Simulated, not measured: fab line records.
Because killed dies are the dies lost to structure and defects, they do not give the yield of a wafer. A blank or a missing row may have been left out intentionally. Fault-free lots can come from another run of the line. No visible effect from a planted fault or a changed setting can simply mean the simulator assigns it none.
Code-filled problem report in 8D (eight disciplines) form	flow sky130	the parts of the form that need people (team, actions taken, sign-off) are left out

1. THE ISSUE
At SKY_VT_ADJUST_PCH_STRIP_09, strip time to endpoint s averages 37.73 s over 6 wafers from 2 lots, while fault-free wafers read 36.88 s, standard deviation 0.09. That is +9.4 standard deviations from the usual mean.
The step: strips in O2/N2.
First observed at day 15 19:28: wafer L755.2, on plasma asher-02. The record holds 39 wafers of 13 lots with a number at this step. Rule for "out", or "out of limits": more than 4 standard deviations from the usual mean. The rest of the wafers with a number are treated as sound.

2. WHAT IT IS, AND WHAT IT ISN'T
question	is	is not
which readings at this step	strip time to endpoint s	drypump motor current A, oes product au
which lots	L754, L755	L740, L741, L742, L744, L745, L746, L747, L757, L760, L761, L763
which wafers of those lots	all that have a number	-
read on which tools	plasma asher-02, plasma asher-04	plasma asher-03
when	from day 15 19:28	up to then (21 sound wafers); but 12 sound wafers of L757, L760, L761, L763 came after

3. THE SUSPECTS, EACH WITH WHAT RULES IT OUT
Counting: a tool stays on the suspect list if, at a process step up to the reading, it processed all lots that are out and no sound lot following the first of them.
- litho track-03 at SKY_VT_ADJUST_PCH_COAT_02 (resist thk 3000 nm): kept. It ran every lot that is out, first L755 (day 15 05:13), and no sound lot after that; its last sound lot up to then is L740 (day 9 13:37).
Remaining after the count: litho track-03 at SKY_VT_ADJUST_PCH_COAT_02.

4. THE CAUSE (what the simulator had put in)
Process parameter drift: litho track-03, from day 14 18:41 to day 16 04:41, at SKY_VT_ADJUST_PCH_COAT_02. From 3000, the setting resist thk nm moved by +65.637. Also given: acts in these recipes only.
Only this tool survived the counting.

5. SEQUENCE OF EFFECTS, ordered by route
Rows list readings where the struck wafers' mean (over those with a number) sits beyond 3 standard deviations from the usual. Readings are gone through only where the record gives a usual standard deviation; hours: the median, over the lots, of the time from a lot's start at the first step in this table giving one to that lot's start at this step; sigmas: the change measured in usual standard deviations.
hours	step	reading	usual	on struck wafers	change	sigmas
0	SKY_VT_ADJUST_PCH_STRIP_09	strip time to endpoint s	36.88 s	37.73	+0.84	+9.4
Its process steps:
- SKY_VT_ADJUST_PCH_STRIP_09: strips in O2/N2.
At these later measuring or inspecting steps, every struck wafer for which the step has a row has a number for every such reading, and none has moved that far: SKY_SONOS_TUNNEL_CD_MEAS_07.

6. HOW IT WOULD HAVE BEEN CAUGHT EARLIER
25 hours passed between the start of the fault at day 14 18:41 and the first reading out of limits in this record, taken at day 15 19:28.
No tool reading at SKY_VT_ADJUST_PCH_COAT_02 that has a usual standard deviation in the record was out on any struck wafer, so an alarm limit of 4 standard deviations on those readings would not have fired.
By day 15 19:28, every lot that is out (2) had started SKY_VT_ADJUST_PCH_COAT_02 on litho track-03. Tool hold at that time: it would have spared none of them.
